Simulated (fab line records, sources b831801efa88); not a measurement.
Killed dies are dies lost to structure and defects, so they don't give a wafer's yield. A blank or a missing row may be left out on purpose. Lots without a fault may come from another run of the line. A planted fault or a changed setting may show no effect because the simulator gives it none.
Which tool did it? | flow gf180mcu | 12 lots, 36 wafers sampled, at 3 steps of a route of 602

WHAT THE GAUGES READ, wafer by wafer
GF_V2_CD_MEAS_14: target cd 260 nm. Usual: cd_nm 259.8 nm, standard deviation 1.3.
lot  | measured     | on        | cd_nm (nm)                          | flag
L809 | day 20 05:23 | cd_sem-02 | 259.5 259.5 259.9                   |
L811 | day 21 01:40 | cd_sem-01 | 260.9 261.1 261.4                   |
L812 | day 21 07:18 | cd_sem-02 | 263.0 262.1 264.2                   |
L815 | day 22 11:18 | cd_sem-01 | 252.1 251.6 251.4 252.2 251.8 251.6 | OFF
L818 | day 23 18:29 | cd_sem-01 | 250.2 249.8 248.8 250.3 249.9 248.9 | OFF
L822 | day 25 01:01 | cd_sem-01 | 259.3 259.1 259.4                   |
L827 | day 26 17:42 | cd_sem-01 | 259.7 259.1 258.6                   |
L828 | day 26 18:39 | cd_sem-01 | 259.5 258.4 258.7                   |
L829 | day 27 04:18 | cd_sem-02 | 259.6 260.3 260.1                   |
L830 | day 27 08:40 | cd_sem-02 | 260.9 260.7 261.0                   |
L832 | day 27 19:20 | cd_sem-02 | 257.5 257.1 258.0                   |
L831 | day 27 22:44 | cd_sem-02 | 259.0 257.8 258.6                   |

WHICH TOOL RAN EACH LOT (tool, then ch and the chambers of the sampled wafers, then the start)
lot  | GF_M2_SPUTTER_03             | GF_V2_SOFTBAKE_10
L809 | pvd_sputter-03, day 18 03:31 | litho_track-03 ch 0, day 19 17:00
L811 | pvd_sputter-01, day 18 23:40 | litho_track-03 ch 0, day 20 13:00
L812 | pvd_sputter-03, day 19 06:22 | litho_track-04 ch 0, day 20 19:00
L815 | pvd_sputter-02, day 20 10:22 | litho_track-04 ch 0, day 21 23:00
L818 | pvd_sputter-03, day 21 19:03 | litho_track-04 ch 0, day 23 06:00
L822 | pvd_sputter-02, day 23 03:08 | litho_track-02 ch 0, day 24 14:00
L827 | pvd_sputter-01, day 24 22:00 | litho_track-02 ch 0, day 26 07:00
L828 | pvd_sputter-03, day 24 22:21 | litho_track-02 ch 0, day 26 08:00
L829 | pvd_sputter-03, day 25 08:43 | litho_track-04 ch 0, day 26 17:00
L830 | pvd_sputter-01, day 25 14:10 | litho_track-03 ch 0, day 26 22:00
L832 | pvd_sputter-03, day 26 01:33 | litho_track-02 ch 0, day 27 09:00
L831 | pvd_sputter-03, day 26 05:15 | litho_track-04 ch 0, day 27 12:00
- GF_M2_SPUTTER_03: material Ti, target thk 10 nm, time 6.7 s.
- GF_V2_SOFTBAKE_10: time 60 s.

WHAT THE TOOLS THEMSELVES READ (means of the sampled wafers that have a number; where no wafer has one, the mark that the record gives instead)
GF_M2_SPUTTER_03. Usual: substrate_temp_c 299.97 C, standard deviation 0.19; throttle_valve_pct 30.1 %, standard deviation 0.82.
lot  | tool           | substrate_temp_c (C) | throttle_valve_pct (%) | flag
L809 | pvd_sputter-03 | 299.98               | 30.0                   |
L811 | pvd_sputter-01 | 299.85               | 30.4                   |
L812 | pvd_sputter-03 | 299.87               | 30.4                   |
L815 | pvd_sputter-02 | 299.93               | 29.1                   |
L818 | pvd_sputter-03 | 300.05               | 29.9                   |
L822 | pvd_sputter-02 | 300.04               | 30.0                   |
L827 | pvd_sputter-01 | 300.00               | 30.7                   |
L828 | pvd_sputter-03 | 300.05               | 30.2                   |
L829 | pvd_sputter-03 | 300.12               | 29.5                   |
L830 | pvd_sputter-01 | 300.07               | 30.7                   |
L832 | pvd_sputter-03 | 299.86               | 29.9                   |
L831 | pvd_sputter-03 | 299.86               | 29.7                   |

GF_V2_SOFTBAKE_10. Usual: heater_power_total_W 93.04 W, standard deviation 0.061; plate_temp_C 129.96 C, standard deviation 0.15.
lot  | tool           | heater_power_total_W (W) | plate_temp_C (C) | flag
L809 | litho_track-03 | 93.03                    | 130.23           |
L811 | litho_track-03 | 93.02                    | 130.04           |
L812 | litho_track-04 | 93.06                    | 130.16           |
L815 | litho_track-04 | 89.90                    | 126.39           | OFF
L818 | litho_track-04 | 89.97                    | 126.49           | OFF
L822 | litho_track-02 | 92.99                    | 130.00           |
L827 | litho_track-02 | 93.05                    | 129.93           |
L828 | litho_track-02 | 93.07                    | 130.02           |
L829 | litho_track-04 | 93.06                    | 129.90           |
L830 | litho_track-03 | 93.05                    | 130.06           |
L832 | litho_track-02 | 93.06                    | 129.89           |
L831 | litho_track-04 | 93.02                    | 129.97           |

THE ANSWER, worked out from the rows above alone
Rule: a lot is off if the mean of its wafers that have a number lies more than 3 standard deviations from the usual mean. A lot without any number at a reading at which 4 lots or more have one is off too. The other lots that the step has rows for count as sound. The gauges are gone through in route order, then the tools' own readings, and for those a lot's mean is taken as printed above. The first step at which some lot is off is used, and at that step the reading that is off furthest; a lot without a number counts as furthest.
Off: L815, L818, at GF_V2_CD_MEAS_14 (cd_nm).
A tool fits if, at a process step before that reading, it ran every lot that is off, and no sound lot after the first of them. The gauges at GF_V2_CD_MEAS_14 aren't tried: what is off there is off at GF_V2_SOFTBAKE_10 too, on other tools, and a gauge's error can't cause that. None of those tried fits.

WHAT THE SIMULATOR HAD PUT IN
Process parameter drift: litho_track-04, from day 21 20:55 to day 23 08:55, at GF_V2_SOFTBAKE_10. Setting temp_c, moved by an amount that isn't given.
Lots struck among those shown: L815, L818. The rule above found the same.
